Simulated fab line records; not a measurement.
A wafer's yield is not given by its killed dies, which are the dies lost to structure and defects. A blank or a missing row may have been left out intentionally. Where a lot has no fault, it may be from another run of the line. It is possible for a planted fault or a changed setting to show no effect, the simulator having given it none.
Problem report in the 8D (eight disciplines) form, filled by code	flow sky130	the parts of the form that need people (team, actions taken, sign-off) are left out

== 1. THE ISSUE ==
At SKY_VIA3_ETCH_15, oes_product_au averages 0.863 a.u. over 2 wafers from 2 lots, while fault-free wafers read 0.965 a.u., standard deviation 0.0047. That puts it -22 standard deviations away from the usual mean.
The step: etches SiO2 in C4F8/O2/Ar, stops on TiN, target depth 507 nm, time 75.38 s.
First seen on wafer L920.1, day 41 09:08, on rie_diel-04. At this step, 33 wafers from 11 lots have a number in the record. Rule for "out" (also "out of limits"): further than 4 standard deviations from the usual mean. The rest of the wafers with a number are treated as sound.

== 2. WHAT THIS IS AND IS NOT ==
question	is	is not
which readings at this step	oes_product_au	chamber_pressure_mTorr
which lots	L920, L921	L915, L916, L917, L929, L930, L931, L934, L936, L937
which wafers of those lots	L920.1, L921.1	L920.2, L920.6, L921.3, L921.4
read on which tools	rie_diel-04	rie_diel-02, rie_diel-03
when	from day 41 09:08	up to then (11 sound wafers); but 20 sound wafers of L921, L929, L930, L931, L934, L936, L937 came after

== 3. THE SUSPECTS, EACH WITH WHAT RULES IT OUT ==
Counting: a tool at a process step up to the reading stays a suspect if it ran every lot that is out. Sound lots after the first of them don't rule it out here, since some wafers of a struck lot are sound.
- rie_diel-04 at SKY_VIA3_ETCH_15 (etches SiO2 in C4F8/O2/Ar, stops on TiN, target depth 507 nm, time 75.38 s): kept. It processed each lot that is out (first: L920, day 41 09:08); up to then, its last sound lot is L917 (day 40 09:23). On those wafers its own readings are out: oes_product_au.
After counting, what remains is rie_diel-04 at SKY_VIA3_ETCH_15.

== 4. THE CAUSE (what the simulator had put in) ==
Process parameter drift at SKY_VIA3_ETCH_15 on rie_diel-04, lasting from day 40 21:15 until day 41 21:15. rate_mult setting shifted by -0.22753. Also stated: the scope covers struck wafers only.
After counting, this tool was the only one left.

== 5. THE CHAIN OF EFFECTS, in route order ==
One row per reading whose mean, taken over the struck wafers that have a number, lies over 3 standard deviations from the usual. Readings are gone through only where the record gives a usual standard deviation; hours: the median, over the lots, of the time from a lot's start at the first step in this table giving one to that lot's start at this step; sigmas: the change measured in usual standard deviations.
hours	step	reading	usual	on struck wafers	change	sigmas
0	SKY_VIA3_ETCH_15	oes_product_au	0.965 a.u.	0.863	-0.102	-22
0	SKY_VIA3_STRIP_16	strip_time_to_endpoint_s	4.169 s	4.393	+0.224	+8.6
Its process steps:
- SKY_VIA3_ETCH_15: etches SiO2 in C4F8/O2/Ar, stops on TiN, target depth 507 nm, time 75.38 s.
- SKY_VIA3_STRIP_16: strips in O2/N2.

== 6. HOW IT WOULD HAVE BEEN CAUGHT EARLIER ==
In this record the first reading out of limits was taken at day 41 09:08, 12 hours after the fault began at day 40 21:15.
